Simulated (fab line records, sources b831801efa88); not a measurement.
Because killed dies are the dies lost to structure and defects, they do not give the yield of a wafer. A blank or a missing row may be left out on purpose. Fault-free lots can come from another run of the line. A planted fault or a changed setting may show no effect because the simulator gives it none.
Split-lot experiment ; flow sfq-line ; 14 wafers read from 5 lots, route of 325 steps

== ON THE SPLIT ==
At SFQ_TRILAYER_M1_ETCH_METAL_ETCH_042 (etches Nb in Cl2/Ar, stops on SiO2, target depth 240 nm, time 120 s), the setting icp-w was moved away from the recipe's 600 W on 7 of the 14 wafers read, by -9.9% to +7.3%. This setting was run at the recipe's value on the other wafers.

The reading comes from the split's own step.

== THE READING ==
KrF_of_TRILAYER_M1_LITHO_COAT_039.thk-nm (the simulator's own value, which no gauge read), in nm, at SFQ_TRILAYER_M1_ETCH_METAL_ETCH_042 (etches Nb in Cl2/Ar, stops on SiO2, target depth 240 nm, time 120 s). The file gives no usual value for it. Average 381.0 nm, standard deviation 2.5 nm, over the 7 wafers here run with the recipe.

wafer;tool, chamber at the split;icp-w as run, W;against the recipe;KrF_of_TRILAYER_M1_LITHO_COAT_039.thk-nm, nm;against lot-mates on the recipe
L074.1;rie-metal-04, 1;540.9;-9.9%;390.8;+10.9
L074.6;rie-metal-04, 1;600;recipe;379.9;-
L076.2;rie-metal-03, 0;570.4;-4.9%;390.4;+4.4
L076.3;rie-metal-03, 1;570.4;-4.9%;391.4;+5.4
L076.5;rie-metal-03, 0;600;recipe;386;-
L080.2;rie-metal-04, 1;580.9;-3.2%;385.8;+4.7
L080.4;rie-metal-04, 1;600;recipe;381.1;-
L080.5;rie-metal-04, 1;580.9;-3.2%;383.3;+2.2
L081.1;rie-metal-01, 1;643.6;+7.3%;378;-5.0
L081.4;rie-metal-01, 0;600;recipe;383;-
L081.5;rie-metal-01, 1;643.6;+7.3%;379.2;-3.8
L082.1;rie-metal-01, 0;600;recipe;377.9;-
L082.2;rie-metal-01, 1;600;recipe;380.1;-
L082.4;rie-metal-01, 0;600;recipe;378.8;-

THE FIT
A straight line over all 14 wafers: KrF_of_TRILAYER_M1_LITHO_COAT_039.thk-nm changes by -0.861 nm for each +1% of icp-w; r = -0.80; the points scatter about the line by 3.1 nm.
The same after taking each lot's own level away (the mean of its wafers on the recipe; 14 wafers): -0.863 nm for each +1%; r = -0.96; scatter 1.1 nm.
Per that fit: largest icp-w move, reading shift of 8.5 nm.
From 378.93 to 386.00 nm: that is the span of the lots' own levels, equal to 2.8 times the standard deviation above.
So the lot-to-lot level blurs the effect unless lot-mates are compared.
Check: +8.04 nm against its lot-mates is what the line predicts for one of the wafers moved furthest among these (-9.9%) when that wafer is left out of the fit. It came out at +10.9 nm against them.
Tool readings at the split's step, against how far the setting was moved: oes-product-au r = +0.05.

== OTHER SPLITS APPLIED TO THESE WAFERS ==
These wafers also went through other splits before the reading. Each is held against what the fit with the lots' levels taken away leaves over:
other split on the same wafers;wafers away from the commonest value;r with KrF_of_TRILAYER_M1_LITHO_COAT_039.thk-nm (lot level and that fit taken away)
SFQ_TRILAYER_M1_LITHO_COAT_044 resist-thk-nm;5;+0.02

== FILE'S OWN FIT ==
KrF_of_TRILAYER_M1_LITHO_COAT_039.thk-nm changes by -0.924 nm for each +1% of icp-w, r = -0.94.
